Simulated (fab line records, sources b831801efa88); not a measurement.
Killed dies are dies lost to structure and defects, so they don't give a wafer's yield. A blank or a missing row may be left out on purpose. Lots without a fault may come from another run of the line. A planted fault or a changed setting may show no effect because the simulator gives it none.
Chamber matching | flow gf180mcu | GF_V2_CMP_04 on cmp-02: 4 sister chambers
The step polishes SiO2. 16 wafers are shown with their chamber, then 8 later ones without.

WAFERS WITH THEIR CHAMBER
wafer  | chamber | motor_current_A (A) | time_to_endpoint_s (s) | platen_rpm (rpm)
L570.1 | 2       | 13.8                | 75                     | 60.04
L570.3 | 1       | 13.1                | 76                     | 60.00
L570.5 | 3       | 13.1                | 83                     | 59.99
L572.1 | 1       | 12.6                | 74                     | 60.07
L572.3 | 2       | 13.8                | 82                     | 60.03
L572.6 | 2       | 14.0                | 85                     | 60.00
L574.1 | 0       | 13.7                | 84                     | 60.03
L574.2 | 3       | 12.6                | 79                     | 59.96
L574.6 | 2       | 13.7                | 83                     | 60.04
L577.1 | 0       | 14.6                | 79                     | 59.99
L577.3 | 3       | 12.4                | 81                     | 59.98
L577.5 | 3       | 13.2                | 88                     | 60.00
L579.3 | 2       | 14.6                | 79                     | 59.98
L579.4 | 1       | 13.4                | 76                     | 60.04
L579.5 | 0       | 14.4                | 83                     | 60.03
L581.1 | 3       | 13.2                | 86                     | 59.97

SIGNATURES (means of the wafers above)
reading            | chamber 0 | chamber 1 | chamber 2 | chamber 3 | scatter within a chamber
motor_current_A    | 14.233    | 13.033    | 13.980    | 12.900    | 0.394
time_to_endpoint_s | 82.00     | 75.33     | 80.80     | 83.40     | 3.3
platen_rpm         | 60.0167   | 60.0367   | 60.0180   | 59.9800   | 0.0249
Rule: a wafer's distance from a chamber is the root of the sum, over the readings, of the square of ((its reading less the chamber's mean) divided by the reading's scatter). The wafer belongs to the nearest chamber; if the next one is less than 2 further off, it can't be placed. The scatter: the root of (the sum of the squares of (reading less its chamber's mean) over the shown wafers, divided by (wafers less chambers)).

WAFERS WITHOUT THEIR CHAMBER
wafer  | motor_current_A (A) | time_to_endpoint_s (s) | platen_rpm (rpm)
L581.2 | 14.1                | 78                     | 59.97
L581.4 | 12.8                | 90                     | 60.04
L590.1 | 14.5                | 86                     | 60.00
L590.4 | 13.6                | 83                     | 59.99
L590.5 | 13.6                | 91                     | 59.97
L591.2 | 12.0                | 77                     | 60.04
L591.4 | 13.9                | 79                     | 59.94
L591.5 | 14.5                | 83                     | 60.01

WHICH CHAMBER EACH WENT THROUGH
wafer  | from the rows above               | in truth
L581.2 | can't be placed: 2 or 0 or 3 or 1 | 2
L581.4 | can't be placed: 3 or 2 or 0 or 1 | 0
L590.1 | can't be placed: 0 or 2           | 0
L590.4 | can't be placed: 2 or 3 or 0 or 1 | 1
L590.5 | can't be placed: 3 or 0 or 2      | 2
L591.2 | can't be placed: 1 or 3           | 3
L591.4 | can't be placed: 2 or 3 or 0 or 1 | 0
L591.5 | can't be placed: 0 or 2           | 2
Placed correctly: 0 of 8. Can't be placed from these rows: 8 (the true chamber is among the candidates in 8). Placed wrongly: 0.
